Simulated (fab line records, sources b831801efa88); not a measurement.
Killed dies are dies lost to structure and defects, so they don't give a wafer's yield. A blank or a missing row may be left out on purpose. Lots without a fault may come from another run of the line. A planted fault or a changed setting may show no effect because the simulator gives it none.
A struck lot beside a sound one | flow sky130 | 17 steps out of a route of 708
Sound: wafers L548.1, L548.2, L548.3. Struck: wafers L558.2, L558.3, L558.4. The cause comes at the end.
At each step with rows: each side's tool, then ch and its chambers, then its first start. Under that, the readings that differ: sound wafers | struck wafers | difference of the means | sigmas: that difference in standard deviations of wafers without a fault.
alike: readings whose means differ by less than 2 such deviations, and words and numbers that are the same on both sides. not compared: withheld readings, readings that some wafer has no value for, bounds like >300 that may hide the same value, and numbers for which the record gives no deviation and whose values overlap.
The two part at a step that has a row with sigmas, a row that says differs or no value, or rows on one side only. Numbers that don't overlap but have no deviation are shown without sigmas and don't part them. A reading that every wafer of one side lacks parts them only if that side has two wafers or more.

SKY_LDD_HVN_OVL_MEAS_07:
  sound on overlay-01, day 20 20:19; struck on overlay-02, day 24 05:58
  alike: LDD_HVN_OVL
then, 1 step without rows for these wafers: SKY_LDD_HVN_IMPLANT_08.
SKY_LDD_HVN_STRIP_09: strips in O2/N2.
  sound on plasma_asher-01 ch 0,1, day 20 20:29; struck on plasma_asher-04 ch 0,1, day 24 06:08
  alike: drypump_motor_current_A, o2_flow_sccm, oes_product_au, strip_time_to_endpoint_s
  not compared: rf_hours_counter_h
SKY_LDD_HVN_TW_MEAS_10:
  sound on film_metro-03, day 20 20:35; struck on film_metro-03, day 24 06:15
  alike: LDD_HVN_TW
then, 7 steps without rows for these wafers: SKY_LDD_HVP_DEHYDRATE_00 (time 60 s); SKY_LDD_HVP_HMDS_01 (prime time 60 s); SKY_LDD_HVP_COAT_02 (resist thk 300 nm); SKY_LDD_HVP_SOFTBAKE_03 (time 60 s); SKY_LDD_HVP_EXPOSE_04 (exposes mask HVPTM, target cd 700 nm); SKY_LDD_HVP_PEB_05; SKY_LDD_HVP_DEVELOP_06 (develop time 60 s).
SKY_LDD_HVP_OVL_MEAS_07:
  sound on overlay-01, day 22 03:29; struck on overlay-02, day 25 11:11
  alike: LDD_HVP_OVL
SKY_LDD_HVP_IMPLANT_08:
  sound on implanter-02 ch 0, day 22 03:31; struck on implanter-02 ch 0, day 25 11:34
SKY_LDD_HVP_STRIP_09: strips in O2/N2.
  sound on plasma_asher-02 ch 0,1, day 22 03:40; struck on plasma_asher-02 ch 0,1, day 25 11:41
  alike: drypump_motor_current_A, o2_flow_sccm, oes_product_au, strip_time_to_endpoint_s
  not compared: rf_hours_counter_h
SKY_LDD_HVP_TW_MEAS_10:
  sound on film_metro-04, day 22 03:46; struck on film_metro-03, day 25 11:48
  reading    | sound       | struck      | difference | sigmas
  LDD_HVP_TW | 456 454 455 | 560 563 561 | +106       | +34
then, 1 step without rows for these wafers: SKY_LDD_LDN_DEHYDRATE_00 (time 60 s).
-- the record jumps here: 23 days lie between the struck wafers' starts before and after (it left off in module LDD_LDN and takes up again in module PAD_OPEN, whose first step shown is number 708 of the route) --
SKY_PAD_OPEN_PROBE_99:
  sound on prober-02, day 46 06:20; struck on prober-01, day 48 11:35
  reading                                   | sound                   | struck                 | difference | sigmas
  model.etest.tip_p_5v.rs_ohm_sq            | 2900 2905 2899          | 1721 1729 1724         | -1177      |
  model.etest.pfet_g5v0d10v5.r_on_ohm_um    | 4800 4808 4861          | 4416 4381 4330         | -447       |
  model.etest.tip_p_5v.rs_ohm_sq_range      | 92.87 78.27 91.66       | 50.93 57.41 58.74      | -31.91     |
  model.etest.pfet_g5v0d10v5.drive_ua_um    | 336.8 338.1 332.3       | 376.9 380.8 381.5      | +44.0      |
  model.etest.res_pdiff_hv.rs_ohm_sq        | 190.9 192.6 193.3       | 189.2 190.1 189.4      | -2.7       |
  model.etest.pfet_g5v0d10v5.off_log10_a_um | -12.89 -12.81 -12.89    | -10.5 -10.37 -10.41    | +2.4       |
  model.etest.ring_5v.delay_ps              | 45.19 44.85 45.34       | 43.65 43.35 43.32      | -1.69      |
  model.etest.pfet_g5v0d10v5.vt_sat_v (V)   | -0.6589 -0.6575 -0.6825 | -0.4843 -0.438 -0.4446 | +0.2107    |
  alike: killed_at_M0_to_M3, killed_at_M4_up, killed_at_contacts, killed_at_front_end, killed_at_other, killed_dies, killed_open, killed_short

WHERE THEY PART
Only at SKY_LDD_HVP_TW_MEAS_10, within this record. Later steps at which nothing parts them and some readings are alike: SKY_PAD_OPEN_PROBE_99.

WHY: what the simulator had put in
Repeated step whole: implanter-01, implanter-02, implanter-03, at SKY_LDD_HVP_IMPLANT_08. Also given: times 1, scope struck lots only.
